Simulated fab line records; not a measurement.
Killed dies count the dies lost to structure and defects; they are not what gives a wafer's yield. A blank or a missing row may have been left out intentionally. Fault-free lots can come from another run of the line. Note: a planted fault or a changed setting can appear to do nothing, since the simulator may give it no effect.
Lot-split experiment ; flow sfq_line ; on a route of 325 steps: 5 lots, 23 wafers read

## ON THE SPLIT
At SFQ_TRILAYER_I0_VIA_LITHO_EXPOSE_032 (exposes mask I0, target cd 500 nm), the setting dose_mj was moved away from the recipe's 21.3 on 7 of the 23 wafers read, by -5.9% to -3.1%. The other wafers ran this setting at the recipe's value.

## FROM THE SPLIT TO THE READING: what the file shows between them, 2 steps
- SFQ_TRILAYER_I0_VIA_LITHO_PEB_034: peb time 60 s
- SFQ_TRILAYER_I0_VIA_LITHO_DEVELOP_033: time 60 s

## THE READING
I0.cd_nm (the simulator's own value, which no gauge read), in nm, at SFQ_TRILAYER_I0_VIA_BARC_OPEN_VIA_ETCH_046 (etches BARC in O2, target depth 125 nm, time 43.31 s). The file does not state a usual value for it. The 16 wafers here that ran the recipe average 500.3 nm, standard deviation 1.2 nm.

wafer;tool, chamber at the split;dose_mj as run;against the recipe;I0.cd_nm, nm;against lot-mates on the recipe
L074.1;krf_scanner-01, 0;21.3;recipe;497.9;-
L074.2;krf_scanner-01, 0;21.3;recipe;498.6;-
L074.3;krf_scanner-01, 0;20.63;-3.1%;493.9;-4.7
L074.5;krf_scanner-01, 0;20.63;-3.1%;493.2;-5.4
L074.6;krf_scanner-01, 0;21.3;recipe;499.2;-
L075.1;krf_scanner-01, 0;20.23;-5.0%;492.6;-9.2
L075.2;krf_scanner-01, 0;20.23;-5.0%;493.3;-8.6
L075.3;krf_scanner-01, 0;21.3;recipe;501.6;-
L075.5;krf_scanner-01, 0;20.23;-5.0%;493.6;-8.2
L075.6;krf_scanner-01, 0;21.3;recipe;502.1;-
L078.1;krf_scanner-01, 0;21.3;recipe;499.7;-
L078.2;krf_scanner-01, 0;21.3;recipe;501.2;-
L078.3;krf_scanner-01, 0;21.3;recipe;501.7;-
L078.4;krf_scanner-01, 0;21.3;recipe;501.7;-
L078.5;krf_scanner-01, 0;21.3;recipe;500.9;-
L079.2;krf_scanner-01, 0;21.3;recipe;499.4;-
L079.4;krf_scanner-01, 0;21.3;recipe;500.2;-
L079.6;krf_scanner-01, 0;21.3;recipe;500.1;-
L082.2;krf_scanner-01, 0;20.04;-5.9%;491.7;-8.5
L082.3;krf_scanner-01, 0;21.3;recipe;499.9;-
L082.4;krf_scanner-01, 0;21.3;recipe;500.4;-
L082.5;krf_scanner-01, 0;21.3;recipe;500.3;-
L082.6;krf_scanner-01, 0;20.04;-5.9%;491.1;-9.1

FIT RESULTS
A straight line over all 23 wafers: I0.cd_nm changes by +1.53 nm for each +1% of dose_mj; r = +0.95; the points scatter about the line by 1.2 nm.
The same after taking each lot's own level away (the mean of its wafers on the recipe; 23 wafers): +1.61 nm for each +1%; r = +0.99; scatter 0.59 nm.
According to that fit, moving dose_mj by its largest amount changes the reading by 9.5 nm.
Measured against the standard deviation above, the lots' own levels, which go from 498.57 to 501.85 nm, span 2.8 times it.
So the lot-to-lot level changes the slope little: the two slopes agree.
Check: for one of the wafers moved furthest among these (-5.9%), held out of the fit, the line's prediction against its lot-mates is -9.8 nm. It came out at -8.5 nm against them.

## THESE WAFERS: OTHER SPLITS
Other splits were also applied to these wafers ahead of the reading. Each is held against what the fit with the lots' levels taken away leaves over:
other split on the same wafers;wafers away from the commonest value;r with I0.cd_nm (lot level and that fit taken away)
SFQ_TRILAYER_INCOMING_OXIDATION_002 temp_c;5;+0.03
SFQ_TRILAYER_L0_LITHO_EXPOSE_006 dose_mj;5;+0.34
SFQ_TRILAYER_L0_VIA_LITHO_COAT_013 spin_rpm;7;+0.09
SFQ_TRILAYER_L0_VIA_LITHO_PEB_016 peb_temp_c;6;-0.13
SFQ_TRILAYER_M0_DEP_SPUTTER_019 time_s;10;-0.22
SFQ_TRILAYER_M0_LITHO_PEB_024 peb_time_s;8;+0.02
SFQ_TRILAYER_M0_BARC_OPEN_METAL_ETCH_031 time_s;8;-0.15
SFQ_TRILAYER_I0_CMP_CMP_028 leave_above_ref_nm;11;-0.09

## FILE'S OWN FIT
I0.cd_nm changes by +1.59 nm for each +1% of dose_mj, r = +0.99.
